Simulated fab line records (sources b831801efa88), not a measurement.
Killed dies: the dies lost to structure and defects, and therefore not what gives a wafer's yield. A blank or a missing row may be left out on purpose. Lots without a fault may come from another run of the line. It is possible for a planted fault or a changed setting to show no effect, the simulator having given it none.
Struck lot and sound lot, side by side + flow gf180mcu + 19 out of 602 route steps
Sound: the wafers L728.2, L728.5, L728.6. Struck: wafers L736.2, L736.4. (L736.3 of the same lot was not struck and is left out.) The cause comes at the end.
For every step that has rows: the tool of each side, followed by ch and its chambers, followed by its first start. Under that, the readings that differ: sound wafers + struck wafers + difference of the means + sigmas: that difference in standard deviations of wafers without a fault.
alike: same words and numbers on both sides, and readings whose means sit less than 2 such deviations apart. not compared: any withheld reading, any reading some wafer has no value for, any bound like >300 that may hide the same value, and any number with overlapping values for which the record gives no deviation.
A row with sigmas, a row that says differs or no value, or rows on one side alone: a step with any of these is where the two part. Non-overlapping numbers with no deviation appear without sigmas and do not part them. A reading that every wafer of one side lacks parts them only if that side has two wafers or more.

first, 1 step without rows for these wafers: GF_CONTACT_CVD_00 (deposits SiO2, target thk 300 nm, time 50 s).
GF_CONTACT_THK_MEAS_01:
  sound on film metro-02, day 17 05:48; struck on film metro-04, day 20 09:34
  alike: CONTACT_CVD_00_THK
GF_CONTACT_CVD_02: deposits SiO2 from TEOS, target thk 860 nm, time 95.992 s.
  sound on pecvd-03 ch 0,1,2, day 17 05:51; struck on pecvd-01 ch 2, day 20 09:37
  alike: heater power outer w, heater power w
  not compared: since wet clean h
GF_CONTACT_THK_MEAS_03:
  sound on film metro-03, day 17 05:56; struck on film metro-03, day 20 09:42
  alike: CONTACT_CVD_02_THK
GF_CONTACT_CMP_04: polishes SiO2.
  sound on cmp-01 ch 0,1,2, day 17 06:08; struck on cmp-02 ch 0,3, day 20 09:45
  alike: motor current A, retaining ring pressure frac, time to endpoint s
GF_CONTACT_BOW_MEAS_05:
  sound on film metro-02, day 17 06:18; struck on film metro-02, day 20 10:04
  alike: CONTACT_BOW
then, 6 steps without rows for these wafers: GF_CONTACT_DEHYDRATE_06 (time 60 s); GF_CONTACT_HMDS_07 (prime time 60 s); GF_CONTACT_COAT_08; GF_CONTACT_COAT_09 (resist thk 1000 nm); GF_CONTACT_SOFTBAKE_10 (time 60 s); GF_CONTACT_EXPOSE_11 (exposes mask Contact, target cd 220 nm).
GF_CONTACT_PEB_12: peb time 90 s.
  sound on litho track-04 ch 0, day 18 05:29; struck on litho track-01 ch 0, day 21 09:49
| reading                  | sound             | struck      | difference | sigmas |
|--------------------------|-------------------|-------------|------------|--------|
| heater power total W (W) | 85.64 85.72 85.58 | 88.57 88.72 | +3.00      | +34    |
  alike: chill plate temp C
then, 1 step without rows for these wafers: GF_CONTACT_DEVELOP_13 (develop time 60 s).
GF_CONTACT_CD_MEAS_14: target cd 220 nm.
  sound on cd sem-02, day 18 05:50; struck on cd sem-02, day 21 10:09
| reading    | sound             | struck      | difference | sigmas |
|------------|-------------------|-------------|------------|--------|
| cd nm (nm) | 220.0 221.2 219.6 | 216.0 216.7 | -3.9       | -2     |
GF_CONTACT_OVL_MEAS_15:
  sound on overlay-01, day 18 05:56; struck on overlay-01, day 21 10:15
  alike: CONTACT_OVL
GF_CONTACT_ETCH_16: etches BARC in N2/H2.
  sound on rie diel-02 ch 0,2,3, day 18 05:58; struck on rie diel-03 ch 1,3, day 21 10:17
| reading                  | sound           | struck      | difference | sigmas |
|--------------------------|-----------------|-------------|------------|--------|
| model.CONTACT.cd nm (nm) | 220 221.4 219.8 | 216.1 217.1 | -3.8       |        |
  alike: drypump motor current A, oes product au, throttle valve pct
GF_CONTACT_ETCH_17: etches SiO2 in C4F8/O2/Ar, stops on CoSi2, target depth 860 nm.
  sound on rie diel-02 ch 0,2,3; struck on rie diel-03 ch 1,3
| reading               | sound             | struck      | difference | sigmas |
|-----------------------|-------------------|-------------|------------|--------|
| oes product au (a.u.) | 0.812 0.806 0.800 | 0.814 0.821 | +0.011     | +2     |
then, 1 step without rows for these wafers: GF_PASSIVATION_PROBE_99.

WHERE THEY PART
Last at GF_CONTACT_ETCH_17 as far as this record goes, first at GF_CONTACT_PEB_12.

WHY: what had been put in by the simulator
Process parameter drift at GF_CONTACT_PEB_12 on litho track-01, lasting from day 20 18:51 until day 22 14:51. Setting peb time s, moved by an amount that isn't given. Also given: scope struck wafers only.
